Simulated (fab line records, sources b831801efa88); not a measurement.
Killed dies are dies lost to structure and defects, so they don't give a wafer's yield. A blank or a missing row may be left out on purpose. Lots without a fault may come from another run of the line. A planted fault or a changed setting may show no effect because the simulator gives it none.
Chamber matching | flow gf180mcu | GF_STI_ETCH_14 on rie_si-01: 4 sister chambers
The step etches Si in HBr/Cl2/O2, target depth 360 nm, time 102.9 s. 8 wafers are shown with their chamber, then 7 later ones without.

WAFERS WITH THEIR CHAMBER
wafer  | chamber | run_length_s (s) | oes_product_au (a.u.)
L958.2 | 1       | 130.6            | 0.997
L965.2 | 1       | 130.6            | 1.002
L965.6 | 0       | 131.8            | 1.001
L973.1 | 3       | 130.5            | 0.984
L973.2 | 0       | 131.9            | 1.008
L973.3 | 2       | 131.4            | 1.018
L974.2 | 2       | 131.3            | 1.024
L974.3 | 3       | 130.5            | 0.995

WAFERS WITHOUT THEIR CHAMBER
wafer  | run_length_s (s) | oes_product_au (a.u.)
L974.6 | 131.0            | 0.990
L976.3 | 130.5            | 1.007
L976.5 | 131.0            | 0.988
L976.6 | 131.3            | 1.020
L978.2 | 130.7            | 0.991
L978.3 | 130.5            | 0.996
L978.6 | 131.7            | 1.000

WHICH CHAMBER EACH WENT THROUGH
wafer  | from the rows above          | in truth
L974.6 | can't be placed: 1 or 2 or 3 | 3
L976.3 | can't be placed: 1 or 3      | 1
L976.5 | can't be placed: 1 or 2 or 3 | 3
L976.6 | 2                            | 2
L978.2 | can't be placed: 1 or 3      | 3
L978.3 | can't be placed: 3 or 1      | 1
L978.6 | 0                            | 0
Placed correctly: 2 of 7. Can't be placed from these rows: 5 (the true chamber is among the candidates in 5). Placed wrongly: 0.
How it was worked out, from the rows above alone: a wafer's distance from a chamber is the root of the sum, over the readings, of the square of ((its reading less the chamber's mean) divided by the reading's scatter). The wafer belongs to the nearest chamber; if the next one is less than 2 further off, it can't be placed. A chamber's mean is the mean of its shown wafers. The scatter: the root of (the sum of the squares of (reading less its chamber's mean) over the shown wafers, divided by (wafers less chambers)).
